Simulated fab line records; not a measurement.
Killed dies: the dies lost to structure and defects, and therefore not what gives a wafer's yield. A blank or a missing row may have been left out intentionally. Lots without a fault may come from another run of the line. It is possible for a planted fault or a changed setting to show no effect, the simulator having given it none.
The tool behind it: which one? ; flow sky130 ; 72 wafers from 24 lots sampled at 4 of the route's 708 steps

WHAT THE GAUGES SHOWED, per wafer
SKY_VIA3_CD_MEAS_12: target cd 200 nm. Usual: cd-nm reads 200.2 nm (standard deviation 1.5).
lot;measured;on;cd-nm (nm);flag
L076;day 40 10:47;cd-sem-01;201.1 201.5 200.8;
L075;day 40 11:27;cd-sem-02;197.4 200.0 199.5;
L074;day 40 12:13;cd-sem-02;199.8 200.2 199.6;
L077;day 40 13:10;cd-sem-02;200.8 200.2 201.3;
L078;day 40 21:03;cd-sem-01;201.3 201.8 200.9;
L079;day 41 06:04;cd-sem-02;200.0 198.3 200.3;
L080;day 41 12:28;cd-sem-02;203.9 202.1 202.7;
L081;day 41 21:37;cd-sem-02;199.2 199.0 200.1;
L082;day 42 06:23;cd-sem-01;200.2 199.3 197.9;
L083;day 42 12:40;cd-sem-01;203.0 202.8 201.6;
L084;day 42 19:47;cd-sem-02;201.6 201.3 202.3;
L085;day 42 20:03;cd-sem-01;199.4 200.0 200.2;
L086;day 43 07:03;cd-sem-01;201.5 198.7 199.8;
L087;day 43 15:00;cd-sem-01;201.4 200.6 201.3;
L088;day 43 22:23;cd-sem-02;197.5 199.7 200.5;
L089;day 44 01:50;cd-sem-01;200.4 199.3 200.0;
L090;day 44 04:35;cd-sem-02;196.7 197.2 196.5;
L093;day 45 15:33;cd-sem-02;201.0 200.9 201.1;
L094;day 45 17:41;cd-sem-02;200.6 201.6 200.8;
L091;day 45 17:48;cd-sem-01;200.4 199.6 199.1;
L095;day 45 19:30;cd-sem-02;199.5 200.5 199.0;
L092;day 45 20:52;cd-sem-01;201.3 200.9 199.3;
L096;day 45 21:58;cd-sem-02;198.0 200.3 198.2;
L097;day 46 01:37;cd-sem-01;201.4 200.5 200.6;

SKY_CAP2M_RS_MEAS_03: measures by four-point-probe. Usual: CAP2M_TIN_RS typically reads 6.89 ohm/sq, with standard deviation 0.1.
lot;measured;on;CAP2M_TIN_RS (ohm/sq);flag
L076;day 40 12:39;film-metro-02;6.99 6.83 7.00;
L075;day 40 13:20;film-metro-04;6.91 6.98 6.81;
L074;day 40 14:20;film-metro-04;6.74 6.66 6.84;
L077;day 40 15:02;film-metro-04;6.81 7.02 6.91;
L078;day 40 22:55;film-metro-02;6.82 6.98 7.02;
L079;day 41 07:57;film-metro-01;7.02 6.92 6.98;
L080;day 41 14:50;film-metro-04;6.81 6.80 6.86;
L081;day 41 23:29;film-metro-02;7.00 6.80 6.91;
L082;day 42 08:17;film-metro-02;7.06 6.96 7.00;
L083;day 42 14:34;film-metro-04;6.92 6.88 6.96;
L084;day 42 21:38;film-metro-04;6.86 6.90 6.73;
L085;day 42 21:55;film-metro-02;6.88 6.81 6.81;
L086;day 43 08:56;film-metro-02;6.90 7.01 6.97;
L087;day 43 16:52;film-metro-01;6.74 6.79 6.78;
L088;day 44 00:14;film-metro-02;6.69 6.79 6.95;
L089;day 44 03:58;film-metro-02;6.80 6.93 6.80;
L090;day 44 13:31;film-metro-01;6.92 6.88 6.78;
L093;day 45 17:25;film-metro-01;6.88 6.92 6.95;
L094;day 45 19:49;film-metro-02;6.83 6.91 6.93;
L091;day 45 19:52;film-metro-04;6.90 6.95 6.87;
L095;day 45 21:23;film-metro-04;6.78 6.84 6.90;
L092;day 45 22:44;film-metro-01;6.98 6.82 7.03;
L096;day 45 23:50;film-metro-02;6.87 7.07 6.98;
L097;day 46 03:29;film-metro-02;6.94 7.01 6.90;

EACH LOT AND THE TOOL THAT RAN IT (in order: tool; ch and the chambers of the sampled wafers; start)
lot;SKY_METAL3_SPUTTER_01;SKY_METAL3_SPUTTER_04
L076;pvd-sputter-04, day 37 04:41;pvd-sputter-04, day 37 04:46
L075;pvd-sputter-01, day 37 05:48;pvd-sputter-01, day 37 05:53
L074;pvd-sputter-01, day 37 06:32;pvd-sputter-01, day 37 06:37
L077;pvd-sputter-02, day 37 06:51;pvd-sputter-02, day 37 06:56
L078;pvd-sputter-04, day 37 15:42;pvd-sputter-04, day 37 15:47
L079;pvd-sputter-02, day 38 00:19;pvd-sputter-02, day 38 00:29
L080;pvd-sputter-02, day 38 07:38;pvd-sputter-02, day 38 07:44
L081;pvd-sputter-02, day 38 16:24;pvd-sputter-02, day 38 16:29
L082;pvd-sputter-02, day 39 02:35;pvd-sputter-02, day 39 02:41
L083;pvd-sputter-02, day 39 07:59;pvd-sputter-02, day 39 08:04
L084;pvd-sputter-02, day 39 15:47;pvd-sputter-02, day 39 15:52
L085;pvd-sputter-04, day 39 17:04;pvd-sputter-04, day 39 17:09
L086;pvd-sputter-02, day 40 04:11;pvd-sputter-02, day 40 04:16
L087;pvd-sputter-04, day 40 12:46;pvd-sputter-04, day 40 12:51
L088;pvd-sputter-04, day 40 20:10;pvd-sputter-04, day 40 20:15
L089;pvd-sputter-04, day 41 00:36;pvd-sputter-04, day 41 00:41
L090;pvd-sputter-04, day 41 02:31;pvd-sputter-04, day 41 02:36
L093;pvd-sputter-02, day 42 19:10;pvd-sputter-02, day 42 19:14
L094;pvd-sputter-04, day 42 21:56;pvd-sputter-04, day 42 22:01
L091;pvd-sputter-01, day 42 22:59;pvd-sputter-01, day 42 23:04
L095;pvd-sputter-01, day 43 00:41;pvd-sputter-01, day 43 00:47
L092;pvd-sputter-04, day 43 02:17;pvd-sputter-04, day 43 02:22
L096;pvd-sputter-04, day 43 02:55;pvd-sputter-04, day 43 03:00
L097;pvd-sputter-02, day 43 08:18;pvd-sputter-02, day 43 08:23
- SKY_METAL3_SPUTTER_01: material TiN, target thk 20 nm, time 16.7 s.
- SKY_METAL3_SPUTTER_04: material TiN, target thk 70 nm, time 58.3 s.

AS READ BY THE TOOLS THEMSELVES (means over the sampled wafers that have a number; for cases with no such wafer, the mark the record gives instead)
SKY_METAL3_SPUTTER_01. Usual: throttle-valve-pct reads 30.4 % (standard deviation 1.2).
lot;tool;throttle-valve-pct (%);flag
L076;pvd-sputter-04;29.8;
L075;pvd-sputter-01;32.1;
L074;pvd-sputter-01;31.3;
L077;pvd-sputter-02;30.4;
L078;pvd-sputter-04;29.9;
L079;pvd-sputter-02;30.3;
L080;pvd-sputter-02;30.4;
L081;pvd-sputter-02;30.9;
L082;pvd-sputter-02;30.3;
L083;pvd-sputter-02;30.6;
L084;pvd-sputter-02;30.5;
L085;pvd-sputter-04;30.8;
L086;pvd-sputter-02;30.7;
L087;pvd-sputter-04;29.8;
L088;pvd-sputter-04;28.6;
L089;pvd-sputter-04;29.3;
L090;pvd-sputter-04;29.2;
L093;pvd-sputter-02;30.5;
L094;pvd-sputter-04;29.2;
L091;pvd-sputter-01;32.8;
L095;pvd-sputter-01;30.6;
L092;pvd-sputter-04;30.4;
L096;pvd-sputter-04;30.2;
L097;pvd-sputter-02;30.6;

SKY_METAL3_SPUTTER_04. Usual: throttle-valve-pct reads 30.4 % (standard deviation 1.2).
lot;tool;throttle-valve-pct (%);flag
L076;pvd-sputter-04;29.9;
L075;pvd-sputter-01;32.2;
L074;pvd-sputter-01;31.2;
L077;pvd-sputter-02;30.4;
L078;pvd-sputter-04;29.9;
L079;pvd-sputter-02;30.2;
L080;pvd-sputter-02;30.5;
L081;pvd-sputter-02;30.8;
L082;pvd-sputter-02;30.4;
L083;pvd-sputter-02;30.5;
L084;pvd-sputter-02;30.5;
L085;pvd-sputter-04;30.7;
L086;pvd-sputter-02;30.8;
L087;pvd-sputter-04;29.9;
L088;pvd-sputter-04;28.6;
L089;pvd-sputter-04;29.3;
L090;pvd-sputter-04;29.2;
L093;pvd-sputter-02;30.5;
L094;pvd-sputter-04;29.3;
L091;pvd-sputter-01;32.7;
L095;pvd-sputter-01;30.5;
L092;pvd-sputter-04;30.4;
L096;pvd-sputter-04;30.2;
L097;pvd-sputter-02;30.5;

THE ANSWER, worked out from the rows above alone
Rule: a lot counts as off when the mean over its wafers that have a number is more than 3 standard deviations away from the usual mean. Also off: a lot with no number at a reading for which 4 or more lots have one. The other lots that the step has rows for count as sound. First the gauges in route order, then the tools' own readings, where a lot's mean is used as printed above. The first step at which some lot is off is used, and at that step the reading that is off furthest; a lot without a number counts as furthest.
Across all readings shown, no lot is off: no conclusion can be drawn from this.

WHAT HAD BEEN PUT IN BY THE SIMULATOR
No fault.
